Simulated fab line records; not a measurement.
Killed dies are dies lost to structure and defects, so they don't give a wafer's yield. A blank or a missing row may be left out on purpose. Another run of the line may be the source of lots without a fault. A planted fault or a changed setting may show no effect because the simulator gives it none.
2 desks looking at one fault ; flow sky130 ; each desk holds nothing but its own numbers, with what lay behind them at the end

== AT THE TOOL OWNER'S DESK: rie si-01 ==
The tool's own readings at SKY_FIELD_ISO_ETCH_17 (etches Si in HBr/Cl2/O2, target depth 342 nm, time 97.7 s): means of the sampled wafers that have a number, for each lot that ran on this tool. A lot is out of limits, marked OUT, if its mean lies more than 4 standard deviations from the usual mean; the brackets give that distance.
Columns: A = drypump motor current A at SKY_FIELD_ISO_ETCH_17, usual 5.8 A; B = oes product au at SKY_FIELD_ISO_ETCH_17, usual 0.998 a.u.; C = throttle valve pct at SKY_FIELD_ISO_ETCH_17, usual 25.657 %
lot;first seen here;A;B;C
L381;day 2 10:35;5.9;0.989;25.660
L382;day 2 19:13;6.2;1.001;25.655
L387;day 3 18:16;5.5;0.939 (-5.9) OUT;25.705 (+4.8) OUT
L389;day 4 03:34;5.4;0.949 (-4.9) OUT;25.693
L390;day 4 10:09;5.8;0.952 (-4.7) OUT;25.693
L401;day 6 18:30;5.5;0.999;25.655
Finding of this desk: L387, L389, L390 out of limits; the first was L387 at day 3 18:16, on oes product au at SKY_FIELD_ISO_ETCH_17. In limits: L381, L382, L401.

== THE METROLOGY DESK ==
What the gauges read, lot by lot, whatever tool the lot ran on: means of the sampled wafers that have a number. A lot is out of limits, marked OUT, if its mean lies more than 4 standard deviations from the usual mean; the brackets give that distance.
Columns: A = SONOS_ONO_OXIDATION_THK at SKY_SONOS_ONO_THK_MEAS_01, usual 2.59 nm; B = SONOS_ONO_CVD_02_THK at SKY_SONOS_ONO_THK_MEAS_03, usual 10.55 nm
lot;first seen here;A;B
L380;day 12 01:29;2.63;10.34
L381;day 12 08:52;2.69;10.44
L382;day 12 20:04;2.61;10.74
L387;day 14 02:31;2.46;10.47
L389;day 14 22:17;2.58;10.62
L390;day 15 05:05;2.56;10.55
L393;day 16 11:16;2.60;10.31
L394;day 16 14:56;2.61;10.65
L398;day 18 01:49;2.62;10.51
L401;day 18 18:49;2.64;10.81
L400;day 18 18:50;2.64;10.37
L402;day 19 01:20;2.62;10.68
L403;day 19 07:25;2.55;10.74
Finding of this desk: none of the 13 lots has anything out of limits.

== TAKEN TOGETHER ==
The tool owner's desk had the chance to raise an alarm at day 3 18:16 on L387, L389, L390.
Metrology desk: nothing out of limits seen.
The metrology desk has L387, L389, L390 on record, within its limits.
SKY_FIELD_ISO_ETCH_17 was run on rie si-01 by each of the lots named.

== WHAT THE SIMULATOR PUT IN ==
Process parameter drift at SKY_FIELD_ISO_ETCH_17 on rie si-01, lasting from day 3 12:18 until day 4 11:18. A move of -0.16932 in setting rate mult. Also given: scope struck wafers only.
Struck lots among those shown: L387, L389, L390.
Each desk's first reading out of limits, in hours after the fault started: the tool owner's desk, 6.
